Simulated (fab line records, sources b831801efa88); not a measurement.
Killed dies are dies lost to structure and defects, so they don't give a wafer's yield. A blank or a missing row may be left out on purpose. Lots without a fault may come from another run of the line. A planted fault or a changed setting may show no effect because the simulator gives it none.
A struck lot beside a sound one | flow sky130 | 17 steps out of a route of 708
Sound: wafers L747.1, L747.4, L747.5. Struck: wafers L759.1, L759.3, L759.6. The cause comes at the end.
At each step with rows: each side's tool, then ch and its chambers, then its first start. Under that, the readings that differ: sound wafers | struck wafers | difference of the means | sigmas: that difference in standard deviations of wafers without a fault.
alike: readings whose means differ by less than 2 such deviations, and words and numbers that are the same on both sides. not compared: withheld readings, readings that some wafer has no value for, bounds like >300 that may hide the same value, and numbers for which the record gives no deviation and whose values overlap.
The two part at a step that has a row with sigmas, a row that says differs or no value, or rows on one side only. Numbers that don't overlap but have no deviation are shown without sigmas and don't part them. A reading that every wafer of one side lacks parts them only if that side has two wafers or more.

first, 3 steps without rows for these wafers: SKY_METAL4_CLEAN_21 (cleans in IPA, time 180 s); SKY_METAL4_CLEAN_22 (cleans in O3/DIW); SKY_VIA4_HDPCVD_00 (deposits SiO2, target thk 1750 nm, time 291.7 s).
SKY_VIA4_THK_MEAS_01:
  sound on film_metro-04, day 44 16:08; struck on film_metro-03, day 47 12:46
  alike: VIA4_HDPCVD_THK
SKY_VIA4_CMP_02: polishes SiO2.
  sound on cmp-02 ch 0,1,3, day 44 16:17; struck on cmp-02 ch 1,2,3, day 47 12:50
  alike: motor_current_A
SKY_VIA4_BOW_MEAS_03:
  sound on film_metro-03, day 44 16:29; struck on film_metro-03, day 47 13:08
  alike: VIA4_BOW
then, 6 steps without rows for these wafers: SKY_VIA4_DEHYDRATE_04 (time 60 s); SKY_VIA4_HMDS_05 (prime time 60 s); SKY_VIA4_COAT_06 (resist thk 1140 nm); SKY_VIA4_SOFTBAKE_07 (time 60 s); SKY_VIA4_EXPOSE_08 (exposes mask VIM4, target cd 800 nm); SKY_VIA4_PEB_09.
SKY_VIA4_DEVELOP_10: develop time 60 s.
  sound on litho_track-04 ch 0, day 45 14:26; struck on litho_track-04 ch 0, day 48 08:48
  reading              | sound             | struck            | difference | sigmas
  developer_temp_C (C) | 23.08 23.15 23.19 | 25.47 25.37 25.15 | +2.19      | +20
SKY_VIA4_OVL_MEAS_11:
  sound on overlay-02, day 45 14:35; struck on overlay-01, day 48 08:57
  alike: VIA4_OVL
SKY_VIA4_ETCH_12: etches SiO2 in C4F8/O2/Ar, stops on TiN, target depth 580 nm.
  sound on rie_diel-03 ch 0,3, day 45 14:38; struck on rie_diel-03 ch 0,2, day 48 08:59
  reading               | sound           | struck            | difference | sigmas
  model.VIA4.cd_nm (nm) | 804.3 805 803.2 | 792.2 791.2 789.8 | -13.1      |
  alike: bias_w, chamber_pressure_mTorr, oes_product_au
SKY_VIA4_STRIP_13: strips in O2/N2.
  sound on plasma_asher-04 ch 0, day 45 14:42; struck on plasma_asher-02 ch 0,1, day 48 09:03
  alike: chamber_pressure_mTorr, drypump_motor_current_A, n2_flow_sccm, oes_product_au, strip_time_to_endpoint_s
  not compared: rf_hours_counter_h
-- the record jumps here: 2 days lie between the struck wafers' starts before and after (it left off in module VIA4 and takes up again in module PAD_OPEN, whose first step shown is number 708 of the route) --
SKY_PAD_OPEN_PROBE_99:
  the record has rows for the struck wafers here (prober-02, day 50 18:13) and none for the sound ones

WHERE THEY PART
First at SKY_VIA4_DEVELOP_10; last, within this record, at SKY_PAD_OPEN_PROBE_99.

WHY: what the simulator had put in
Process parameter drift: litho_track-04, from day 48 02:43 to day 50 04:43, at SKY_VIA4_DEVELOP_10. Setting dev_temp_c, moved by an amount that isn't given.
